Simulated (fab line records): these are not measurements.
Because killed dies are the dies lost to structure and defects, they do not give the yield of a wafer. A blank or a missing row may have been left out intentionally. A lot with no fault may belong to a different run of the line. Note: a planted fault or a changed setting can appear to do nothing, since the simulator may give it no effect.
The tool behind it: which one? | flow gf180mcu | 14 lots, 42 wafers sampled, at 2 steps of a route of 602

## WHAT THE GAUGES SHOWED, per wafer
GF_HV_LDD_CD_MEAS_19: target cd 400 nm. Usual: 400.3 nm for cdNm, sd 2.2.
lot  | measured     | on       | cdNm (nm)         | flag
L621 | day 11 05:20 | cdSem-02 | 399.2 398.7 398.4 | 
L622 | day 11 06:56 | cdSem-01 | 398.9 397.3 396.1 | 
L624 | day 11 22:23 | cdSem-01 | 394.1 398.0 395.5 | 
L626 | day 12 12:09 | cdSem-02 | 396.6 399.0 397.9 | 
L628 | day 13 00:59 | cdSem-01 | 400.8 400.3 401.7 | 
L630 | day 13 20:37 | cdSem-02 | 396.3 395.9 396.5 | 
L632 | day 14 16:09 | cdSem-02 | 401.1 401.5 399.2 | 
L633 | day 14 20:12 | cdSem-02 | 402.1 402.9 402.8 | 
L637 | day 16 00:54 | cdSem-02 | 397.9 401.2 402.0 | 
L639 | day 16 16:49 | cdSem-01 | 401.3 400.1 400.5 | 
L640 | day 17 05:10 | cdSem-01 | 401.7 404.1 404.5 | 
L641 | day 18 02:49 | cdSem-01 | 401.7 401.8 401.8 | 
L642 | day 18 06:31 | cdSem-02 | 401.6 400.8 399.4 | 
L643 | day 18 17:42 | cdSem-02 | 403.2 403.2 403.4 | 

GF_HV_LDD_CD_MEAS_31: target cd 400 nm. Usual: 400.0 nm for cdNm, sd 1.9.
lot  | measured     | on       | cdNm (nm)         | flag
L621 | day 12 00:19 | cdSem-02 | 399.8 400.5 401.3 | 
L622 | day 12 01:56 | cdSem-02 | 399.4 399.5 399.2 | 
L624 | day 12 18:05 | cdSem-02 | 396.9 396.7 397.7 | 
L626 | day 13 07:43 | cdSem-01 | 401.7 399.5 400.4 | 
L628 | day 13 21:41 | cdSem-02 | 400.4 401.1 399.7 | 
L630 | day 14 17:02 | cdSem-02 | 401.7 399.3 400.2 | 
L632 | day 15 13:09 | cdSem-01 | 397.3 396.8 399.6 | 
L633 | day 15 18:10 | cdSem-02 | 397.6 398.7 400.2 | 
L637 | day 16 23:16 | cdSem-02 | 400.0 398.3 400.0 | 
L639 | day 17 15:39 | cdSem-02 | 401.8 400.9 402.4 | 
L640 | day 18 04:37 | cdSem-01 | 400.1 399.7 399.4 | 
L641 | day 19 02:19 | cdSem-02 | 401.4 398.6 399.7 | 
L642 | day 19 06:25 | cdSem-01 | 403.2 403.3 402.8 | 
L643 | day 19 18:27 | cdSem-02 | 399.9 400.8 401.6 | 

## WHICH TOOL RAN EACH LOT (tool, then ch and the chambers of the sampled wafers, then the start)
There is no process step in the record ahead of these readings.

## WHAT THE TOOLS THEMSELVES READ (means of the sampled wafers that have a number; where no wafer has one, the mark that the record gives instead)
The record holds no such reading with a usual standard deviation.

## THE ANSWER, worked out from the rows above alone
Rule: lot off if the mean of its wafers having a number is beyond 3 standard deviations from the usual mean. Also off: a lot with no number at a reading for which 4 or more lots have one. Where the step has rows for the other lots, those lots are counted as sound. Order of review: gauges by route order, followed by the tools' own readings, for which a lot's mean as printed above is used. The first step at which some lot is off is used, and at that step the reading that is off furthest; a lot without a number counts as furthest.
None of the lots is off at any reading shown; this tells nothing.

## WHAT THE SIMULATOR HAD PUT IN
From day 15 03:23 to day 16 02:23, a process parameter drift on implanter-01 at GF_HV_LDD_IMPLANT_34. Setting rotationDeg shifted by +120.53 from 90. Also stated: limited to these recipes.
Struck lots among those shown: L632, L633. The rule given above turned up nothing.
